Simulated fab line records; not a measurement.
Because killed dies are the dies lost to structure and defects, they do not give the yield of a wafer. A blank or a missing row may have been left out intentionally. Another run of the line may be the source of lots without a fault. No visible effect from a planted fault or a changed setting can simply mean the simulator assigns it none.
Chamber matching + flow gf180mcu + GF_V1_CMP_04 on cmp-01: 4 sister chambers
The step polishes SiO2. 18 wafers are shown with their chamber, then 9 later ones without.

EACH WAFER AND ITS CHAMBER
| wafer  | chamber | motor current A (A) | time to endpoint s (s) | edge zone pressure frac |
|--------|---------|---------------------|------------------------|-------------------------|
| L574.1 | 1       | 12.3                | 84                     | 1.008                   |
| L574.2 | 3       | 15.4                | 79                     | 0.993                   |
| L574.6 | 3       | 15.8                | 90                     | 0.985                   |
| L575.1 | 1       | 11.7                | 82                     | 1.002                   |
| L575.2 | 2       | 11.7                | 77                     | 1.004                   |
| L575.4 | 3       | 17.0                | 88                     | 1.006                   |
| L576.2 | 3       | 15.7                | 87                     | 0.997                   |
| L576.3 | 2       | 11.7                | 75                     | 1.006                   |
| L576.4 | 0       | 12.2                | 81                     | 1.002                   |
| L579.1 | 3       | 16.4                | 75                     | 0.987                   |
| L579.4 | 0       | 11.7                | 81                     | 0.996                   |
| L579.5 | 1       | 12.2                | 92                     | 0.999                   |
| L581.2 | 2       | 11.5                | 74                     | 1.004                   |
| L581.3 | 3       | 16.4                | 89                     | 0.997                   |
| L581.4 | 1       | 11.6                | 95                     | 1.000                   |
| L582.1 | 3       | 15.9                | 87                     | 1.001                   |
| L582.3 | 2       | 11.6                | 76                     | 1.000                   |
| L582.6 | 3       | 16.1                | 89                     | 0.997                   |

SIGNATURES, as means of the wafers listed above
| reading                 | chamber 0 | chamber 1 | chamber 2 | chamber 3 | scatter within a chamber |
|-------------------------|-----------|-----------|-----------|-----------|--------------------------|
| motor current A         | 11.950    | 11.950    | 11.625    | 16.087    | 0.405                    |
| time to endpoint s      | 81.00     | 88.25     | 75.50     | 85.50     | 4.85                     |
| edge zone pressure frac | 0.99900   | 1.00225   | 1.00350   | 0.99538   | 0.00549                  |
Rule: distance of a wafer from a chamber = root of the sum over the readings of ((wafer's reading minus chamber's mean) / reading's scatter) squared. If the next closest chamber is less than 2 further off than the closest, the wafer can't be placed; otherwise it belongs to the closest. How the scatter is found: for the shown wafers, subtract from each reading the mean of its chamber, square and add these, divide the total by (wafers less chambers), then take the root.

WAFERS WITHOUT THEIR CHAMBER
| wafer  | motor current A (A) | time to endpoint s (s) | edge zone pressure frac |
|--------|---------------------|------------------------|-------------------------|
| L584.2 | 12.4                | 85                     | 1.004                   |
| L584.5 | 11.6                | 82                     | 0.999                   |
| L584.6 | 15.7                | 85                     | 1.005                   |
| L590.2 | 11.7                | 83                     | 1.003                   |
| L590.5 | 11.8                | 92                     | 1.002                   |
| L590.6 | 12.3                | 89                     | 0.993                   |
| L597.1 | 12.1                | 80                     | 0.992                   |
| L597.4 | 15.5                | 88                     | 0.999                   |
| L597.6 | 16.9                | 87                     | 0.995                   |

CHAMBER TAKEN BY EACH
| wafer  | from the rows above          | in truth |
|--------|------------------------------|----------|
| L584.2 | can't be placed: 1 or 0 or 2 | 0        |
| L584.5 | can't be placed: 0 or 2 or 1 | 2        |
| L584.6 | 3                            | 3        |
| L590.2 | can't be placed: 0 or 1 or 2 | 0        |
| L590.5 | can't be placed: 1 or 0      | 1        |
| L590.6 | can't be placed: 1 or 0 or 2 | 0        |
| L597.1 | can't be placed: 0 or 1 or 2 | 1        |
| L597.4 | 3                            | 3        |
| L597.6 | 3                            | 3        |
Placed correctly: 3 of 9. Unplaceable from these rows: 6, with the true chamber sitting among the candidates in 6. Wrongly placed: 0.
